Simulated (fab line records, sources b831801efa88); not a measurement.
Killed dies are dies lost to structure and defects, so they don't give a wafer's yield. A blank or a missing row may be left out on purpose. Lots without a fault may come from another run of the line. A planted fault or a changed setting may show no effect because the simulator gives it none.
One fault seen from 2 desks | flow gf180mcu | each desk has only its own numbers; what lay behind them comes last

THE TOOL OWNER'S DESK: lpcvd-01
The tool's own readings at GF_HV_LDD_CVD_54 (deposits SiO2 from TEOS, target thk 10 nm, time 75 s): means of the sampled wafers that have a number, for each lot that ran on this tool. A lot is out of limits, marked OUT, if its mean lies more than 4 standard deviations from the usual mean; the brackets give that distance.
Columns: A = zone_power_centre_pct at GF_HV_LDD_CVD_54, usual 11.2 %
lot  | first seen here | A
L369 | day 12 22:04    | 10.7
L379 | day 15 12:16    | 10.6
L380 | day 16 04:10    | 10.6
L389 | day 19 08:11    | 12.0
L392 | day 20 02:46    | 11.8
This desk's finding: nothing out of limits on any of the 5 lots.

THE METROLOGY DESK
What the gauges read, lot by lot, whatever tool the lot ran on: means of the sampled wafers that have a number. A lot is out of limits, marked OUT, if its mean lies more than 4 standard deviations from the usual mean; the brackets give that distance.
Columns: A = POLY_GATE_OXIDATION_THK at GF_POLY_GATE_THK_MEAS_17, usual 3.98 nm; B = HV_LDD_CVD_54_THK at GF_HV_LDD_THK_MEAS_55, usual 9.91 nm; C = M1_ALCU_THK at GF_M1_THK_MEAS_06, usual 451 nm; D = M2_ALCU_THK at GF_M2_THK_MEAS_06, usual 452 nm
lot  | first seen here | A    | B              | C   | D
L369 | day 9 18:45     | 3.90 | 10.00          | 447 | 457
L370 | day 9 21:26     | 3.90 | 9.94           | 452 | 453
L378 | day 12 02:46    | 4.08 | 10.09          | 442 | 451
L379 | day 12 03:46    | 3.86 | 6.93 (-20) OUT | 442 | 452
L380 | day 12 17:50    | 4.02 | 6.83 (-21) OUT | 446 | 452
L381 | day 13 02:46    | 3.92 | 9.86           | 452 | 454
L383 | day 13 08:28    | 3.95 | 9.90           | 446 | 453
L385 | day 14 04:44    | 4.04 | 10.23          | 455 | 456
L388 | day 15 06:11    | 3.94 | 9.71           | 452 | 451
L390 | day 15 11:31    | 4.00 | 9.87           | 450 | 459
L389 | day 15 11:32    | 4.07 | 9.81           | 446 | 448
L391 | day 15 18:44    | 3.93 | 9.93           | 445 | 446
L392 | day 16 03:33    | 3.93 | 9.99           | 455 | 448
This desk's finding: out of limits on L379, L380; first on L379, day 15 13:48 (HV_LDD_CVD_54_THK at GF_HV_LDD_THK_MEAS_55). In limits: L369, L370, L378, L381, L383, L385, L388, L390, L389, L391, L392.

PUT TOGETHER
The metrology desk could have raised an alarm at day 15 13:48, on L379, L380.
The tool owner's desk saw nothing out of limits.
The tool owner's desk has L379, L380 on record, within its limits.
Of the lots named, all ran GF_HV_LDD_CVD_54 on lpcvd-01.

WHAT THE SIMULATOR HAD PUT IN
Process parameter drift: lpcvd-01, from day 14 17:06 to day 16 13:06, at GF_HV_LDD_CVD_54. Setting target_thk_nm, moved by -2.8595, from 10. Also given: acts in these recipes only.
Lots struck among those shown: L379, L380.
Hours from the fault's start to each desk's first reading out of limits: the metrology desk, 21.
